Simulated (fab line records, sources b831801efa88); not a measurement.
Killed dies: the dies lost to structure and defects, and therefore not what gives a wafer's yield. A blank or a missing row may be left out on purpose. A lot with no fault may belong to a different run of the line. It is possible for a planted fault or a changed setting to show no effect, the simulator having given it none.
Which tool did it? | flow sky130 | 37 wafers from 13 lots sampled at 5 of the route's 708 steps

WHAT EACH GAUGE READ, for each wafer
SKY_LDD_P_CD_MEAS_07: target cd 380 nm.
lot  | measured     | on        | cd nm (nm)
L119 | day 20 10:22 | cd sem-01 | 381.3 379.2 378.5
L120 | day 20 23:33 | cd sem-02 | 377.5 377.6 378.9
L121 | day 21 03:01 | cd sem-02 | 378.8 378.3 376.9
L123 | day 21 17:45 | cd sem-02 | 383.8 381.7
L124 | day 22 08:46 | cd sem-02 | 382.0 377.6 381.8
L130 | day 24 16:48 | cd sem-01 | 378.6 378.0 376.3
L131 | day 24 19:22 | cd sem-01 | 380.2 380.9
L132 | day 25 05:12 | cd sem-01 | 377.9 377.7 377.4
L133 | day 25 06:15 | cd sem-02 | 378.1 380.6 377.5
L134 | day 25 15:19 | cd sem-02 | 379.1 381.5 380.5
L136 | day 26 16:54 | cd sem-01 | 378.6 379.9 378.8
L137 | day 26 20:22 | cd sem-01 | 375.5 373.5 376.2
L139 | day 27 07:45 | cd sem-02 | 379.6 380.7 379.6

SKY_LDD_HVN_TW_MEAS_10.
lot  | measured     | on            | LDD_HVN_TW
L119 | day 21 17:22 | film metro-02 | 1456 1462 1453
L120 | day 22 05:59 | film metro-02 | 1462 1459 1454
L121 | day 22 09:53 | film metro-03 | 1454 1460 1451
L123 | day 23 00:38 | film metro-02 | 1461 1464
L124 | day 23 14:40 | film metro-01 | 1446 1442 1438
L130 | day 25 22:28 | film metro-02 | 1101 1096 1098
L131 | day 26 01:29 | film metro-02 | 1466 1473
L132 | day 26 10:42 | film metro-01 | 1084 1081 1089
L133 | day 26 12:02 | film metro-01 | 1450 1444 1440
L134 | day 26 21:29 | film metro-02 | 1464 1469 1465
L136 | day 27 21:41 | film metro-03 | 1446 1443 1441
L137 | day 28 01:20 | film metro-01 | 1439 1436 1447
L139 | day 28 12:19 | film metro-01 | 1439 1445 1442

SKY_LDD_HVP_OVL_MEAS_07.
lot  | measured     | on         | LDD_HVP_OVL (nm)
L119 | day 22 23:12 | overlay-02 | 1.8 -0.8 0.8
L120 | day 23 10:59 | overlay-01 | 1.2 -0.6 0.5
L121 | day 23 15:44 | overlay-02 | 1.6 2.2 1.4
L123 | day 24 06:44 | overlay-01 | -3.4 -2.8
L124 | day 24 20:00 | overlay-02 | 2.5 1.8 2.2
L130 | day 27 03:37 | overlay-01 | 1.8 0.7 1.4
L131 | day 27 06:14 | overlay-01 | 1.2 1.6
L132 | day 27 14:49 | overlay-01 | 0.1 0.2 -0.6
L133 | day 27 16:00 | overlay-01 | 1.4 2.9 2.9
L134 | day 28 01:52 | overlay-01 | 1.4 0.6 1.6
L136 | day 29 01:06 | overlay-01 | 0.1 -0.8 -1.0
L137 | day 29 05:18 | overlay-01 | 3.2 2.7 3.7
L139 | day 29 16:17 | overlay-01 | 0.4 1.2 1.6

WHICH TOOL RAN EACH LOT (tool, then ch and the chambers of the sampled wafers, then the start)
lot  | SKY_POLY_GATE_ETCH_15              | SKY_LDD_HVN_IMPLANT_08
L119 | rie diel-02 ch 2,3, day 17 16:17   | implanter-01 ch 0, day 21 17:07
L120 | rie diel-02 ch 0,1, day 18 04:48   | implanter-04 ch 0, day 22 05:46
L121 | rie diel-02 ch 2,3, day 18 09:24   | implanter-04 ch 0, day 22 09:40
L123 | rie diel-04 ch 1,3, day 18 23:43   | implanter-01 ch 0, day 23 00:23
L124 | rie diel-02 ch 1,2, day 19 16:58   | implanter-01 ch 0, day 23 14:25
L130 | rie diel-02 ch 1,2,3, day 22 02:19 | implanter-01 ch 0, day 25 22:13
L131 | rie diel-02 ch 1,3, day 22 05:32   | implanter-04 ch 0, day 26 01:14
L132 | rie diel-02 ch 1,2,3, day 22 15:08 | implanter-01 ch 0, day 26 10:29
L133 | rie diel-03 ch 1,2,3, day 22 16:22 | implanter-04 ch 0, day 26 11:47
L134 | rie diel-02 ch 0,2,3, day 23 01:26 | implanter-04 ch 0, day 26 21:16
L136 | rie diel-02 ch 1,2, day 24 03:15   | implanter-04 ch 0, day 27 21:26
L137 | rie diel-02 ch 2,3, day 24 06:39   | implanter-02 ch 0, day 28 01:07
L139 | rie diel-04 ch 0,1, day 24 19:25   | implanter-02 ch 0, day 28 12:04
- SKY_POLY_GATE_ETCH_15: etches BARC in N2/H2, stops on SiO2, time 118.5 s, target depth 110 nm.
- SKY_LDD_HVN_IMPLANT_08

WHAT THE TOOLS THEMSELVES READ (means of the sampled wafers that have a number; where no wafer has one, the mark that the record gives instead)
SKY_POLY_GATE_ETCH_15.
lot  | tool        | drypump motor current A (A) | oes product au (a.u.) | throttle valve pct (%)
L119 | rie diel-02 | 5.0                         | 0.721                 | 13.215
L120 | rie diel-02 | 5.5                         | 0.715                 | 13.220
L121 | rie diel-02 | 5.0                         | 0.719                 | 13.216
L123 | rie diel-04 | 5.8                         | 0.710                 | 13.215
L124 | rie diel-02 | 5.0                         | 0.716                 | 13.211
L130 | rie diel-02 | 5.2                         | 0.713                 | 13.209
L131 | rie diel-02 | 5.5                         | 0.714                 | 13.223
L132 | rie diel-02 | 5.3                         | 0.715                 | 13.210
L133 | rie diel-03 | 5.8                         | 0.715                 | 13.207
L134 | rie diel-02 | 5.2                         | 0.715                 | 13.219
L136 | rie diel-02 | 5.0                         | 0.710                 | 13.207
L137 | rie diel-02 | 5.0                         | 0.718                 | 13.211
L139 | rie diel-04 | 5.8                         | 0.716                 | 13.216

SKY_LDD_HVN_IMPLANT_08.
lot  | tool         | dose ions cm2 | faraday current uA
L119 | implanter-01 | 3.001e+13     | 169
L120 | implanter-04 | 3.003e+13     | 173
L121 | implanter-04 | 2.998e+13     | 168
L123 | implanter-01 | 3.000e+13     | 170
L124 | implanter-01 | 3.000e+13     | 170
L130 | implanter-01 | 1.226e+13     | 69
L131 | implanter-04 | 3.000e+13     | 168
L132 | implanter-01 | 1.223e+13     | 68
L133 | implanter-04 | 3.001e+13     | 172
L134 | implanter-04 | 2.999e+13     | 168
L136 | implanter-04 | 2.999e+13     | 168
L137 | implanter-02 | 3.003e+13     | 168
L139 | implanter-02 | 3.001e+13     | 168

THE ANSWER, worked out from the rows above alone
Rule: what is usual is taken from the lots themselves. The widest of any qualifying gaps counts: lots, ordered by their means at a reading, are off when they make up no more than a third of the lots, leave a main group of 4 or more, and stand apart from it by 3 or more times the standard deviation of that group's means. Not used: any main group whose means are identical at the precision the tables above print for the reading. A lot without any number at a reading at which 4 lots or more have one is off too. All remaining lots with rows at the step are treated as sound. The gauges are gone through in route order, then the tools' own readings, and for those a lot's mean is taken as printed above. The first step at which some lot is off is used, and at that step the reading that is off furthest; a lot without a number counts as furthest.
Off: L130, L132, seen at SKY_LDD_HVN_TW_MEAS_10 (LDD_HVN_TW). Mean 1453 and standard deviation 10 in the main group.
A tool fits if, at a process step before that reading, it ran every lot that is off, and no sound lot after the first of them. Not tried: the gauges at SKY_LDD_HVN_TW_MEAS_10; whatever is off there is also off at SKY_LDD_HVN_IMPLANT_08, on other tools, and gauge error can't account for it. One fits: SKY_LDD_HVN_IMPLANT_08 on implanter-01. A fault onset in the window from L124 (day 23 14:25, its last sound lot) to L130 (day 25 22:13, its first lot off) fits.
The tool's own readings at SKY_LDD_HVN_IMPLANT_08 bear it out: on the lots that are off they differ by more than 5 times the standard deviation of the sound lots' means. dose ions cm2 reads 1.224e+13 there against 3.000e+13 on the sound lots; faraday current uA reads 68 there against 169 on the sound lots.

WHAT WAS PUT IN BY THE SIMULATOR
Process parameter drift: implanter-01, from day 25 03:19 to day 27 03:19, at SKY_LDD_HVN_IMPLANT_08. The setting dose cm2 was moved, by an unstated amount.
Struck lots among those shown: L130, L132. This agrees with what the rule above found.
